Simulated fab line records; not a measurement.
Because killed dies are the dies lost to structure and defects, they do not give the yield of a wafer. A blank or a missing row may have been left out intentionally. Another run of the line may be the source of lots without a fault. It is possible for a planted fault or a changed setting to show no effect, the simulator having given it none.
Which of the tools did it? | flow gf180mcu | 6 lots with 18 wafers sampled at 2 steps, on a route of 602 steps

## WHAT THE GAUGES SHOWED, per wafer
GF_VT_IMPLANT_OVL_MEAS_40.
lot  | measured     | on         | VT_IMPLANT_03_OVL (nm)
L362 | day 8 17:22  | overlay-02 | -0.5 -0.1 -1.0
L363 | day 9 00:37  | overlay-01 | -1.5 -4.3 -5.3
L365 | day 9 17:25  | overlay-01 | -0.3 -2.3 -3.6
L376 | day 12 10:19 | overlay-02 | -1.2 -1.6 -0.8
L379 | day 13 11:13 | overlay-01 | 0.7 -2.8 -2.3
L381 | day 14 00:36 | overlay-01 | -1.4 -2.9 -2.1

## TOOL THAT RAN EACH LOT (tool first, then ch and the chambers of the sampled wafers, then the start)
lot  | GF_VT_IMPLANT_EXPOSE_37
L362 | ilineStepper-01 ch 0, day 8 08:50
L363 | ilineStepper-02 ch 0, day 8 15:41
L365 | ilineStepper-02 ch 0, day 9 08:47
L376 | ilineStepper-01 ch 0, day 12 00:26
L379 | ilineStepper-01 ch 0, day 13 00:50
L381 | ilineStepper-01 ch 0, day 13 14:37
- GF_VT_IMPLANT_EXPOSE_37: exposes mask Nwell HV AREA, target cd 860 nm.

## THE ANSWER, worked out from the rows above alone
Rule: the lots themselves supply what counts as usual. The widest of any qualifying gaps counts: lots, ordered by their means at a reading, are off when they make up no more than a third of the lots, leave a main group of 4 or more, and stand apart from it by 3 or more times the standard deviation of that group's means. A main group whose means are all the same, to the digits that the tables above print for the reading, isn't used. Also off: a lot with no number at a reading for which 4 or more lots have one. The other lots that the step has rows for count as sound.
No lot is off at any reading shown: from this, nothing can be told.

## WHAT THE SIMULATOR HAD INSERTED
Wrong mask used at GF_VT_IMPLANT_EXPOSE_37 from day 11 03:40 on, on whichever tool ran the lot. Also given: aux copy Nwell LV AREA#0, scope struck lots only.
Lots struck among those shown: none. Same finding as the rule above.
